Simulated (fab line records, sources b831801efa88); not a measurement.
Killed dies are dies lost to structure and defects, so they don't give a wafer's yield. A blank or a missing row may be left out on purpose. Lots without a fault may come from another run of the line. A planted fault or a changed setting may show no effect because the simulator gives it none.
One fault seen from 2 desks | flow sky130 | each desk has only its own numbers; what lay behind them comes last

THE TOOL OWNER'S DESK: implanter-02
The tool's own readings at SKY_LDD_LDN_IMPLANT_10: means of the sampled wafers that have a number, for each lot that ran on this tool. A lot is out of limits, marked OUT, if its mean lies more than 4 standard deviations from the usual mean; the brackets give that distance.
Columns: A = dose_ions_cm2 at SKY_LDD_LDN_IMPLANT_10, usual 1.2498e+13; B = end_station_pressure_torr at SKY_LDD_LDN_IMPLANT_10, usual 5.05e-06 Torr; C = faraday_current_uA at SKY_LDD_LDN_IMPLANT_10, usual 70.5
lot  | first seen here | A                            | B        | C
L249 | day 23 03:07    | 1.2500e+13                   | 4.98e-06 | 69.1
L256 | day 25 16:43    | 3.2623e+12 (-99 or more) OUT | 5.05e-06 | 18.5 (-43) OUT
L259 | day 26 22:14    | 3.2663e+12 (-99 or more) OUT | 4.87e-06 | 18.4 (-43) OUT
This desk's finding: out of limits on L256, L259; first on L256, day 25 16:43 (dose_ions_cm2 at SKY_LDD_LDN_IMPLANT_10). In limits: L249.

THE METROLOGY DESK
What the gauges read, lot by lot, whatever tool the lot ran on: means of the sampled wafers that have a number. A lot is out of limits, marked OUT, if its mean lies more than 4 standard deviations from the usual mean; the brackets give that distance.
Columns: A = LDD_HVP_TW at SKY_LDD_HVP_TW_MEAS_10, usual 460.6; B = LDD_LDN_OVL at SKY_LDD_LDN_OVL_MEAS_07, usual -0.7 nm; C = LDD_LDN_TW at SKY_LDD_LDN_TW_MEAS_13, usual 1488; D = SPACER_CVD_00_THK at SKY_SPACER_THK_MEAS_01, usual 43.1 nm
lot  | first seen here | A     | B    | C               | D
L249 | day 21 20:38    | 459.1 | -1.0 | 1480            | 43.5
L250 | day 22 07:17    | 462.2 | 0.7  | 1475            | 43.2
L251 | day 23 01:47    | 462.4 | -1.4 | 1497            | 42.9
L252 | day 23 04:23    | 462.8 | -1.7 | 1499            | 43.0
L256 | day 24 12:13    | 460.4 | -1.1 | 1372 (-12) OUT  | 43.1
L259 | day 25 16:38    | 456.8 | -2.3 | 1390 (-9.8) OUT | 43.2
L263 | day 26 18:30    | 462.9 | -1.5 | 1493            | 43.1
L268 | day 28 13:13    | 456.1 | -0.3 | 1491            | 43.3
L269 | day 28 19:11    | 458.4 | -0.3 | 1492            | 42.5
L270 | day 29 03:23    | 460.2 | 1.6  | 1485            | 43.1
L271 | day 29 07:35    | 460.9 | 0.2  | 1499            | 43.2
L272 | day 29 16:02    | 461.8 | -2.4 | 1486            | 43.5
This desk's finding: out of limits on L256, L259; first on L256, day 25 17:05 (LDD_LDN_TW at SKY_LDD_LDN_TW_MEAS_13). In limits: L249, L250, L251, L252, L263, L268, L269, L270, L271, L272.

PUT TOGETHER
The tool owner's desk could have raised an alarm at day 25 16:43, on L256, L259.
The metrology desk could have raised an alarm at day 25 17:05, on L256, L259.
Of the lots named, all ran SKY_LDD_LDN_IMPLANT_10 on implanter-02.

WHAT THE SIMULATOR HAD PUT IN
Process parameter drift: implanter-02, from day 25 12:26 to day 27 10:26, at SKY_LDD_LDN_IMPLANT_10. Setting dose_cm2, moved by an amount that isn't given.
Lots struck among those shown: L256, L259.
Hours from the fault's start to each desk's first reading out of limits: the tool owner's desk, 4; the metrology desk, 5.
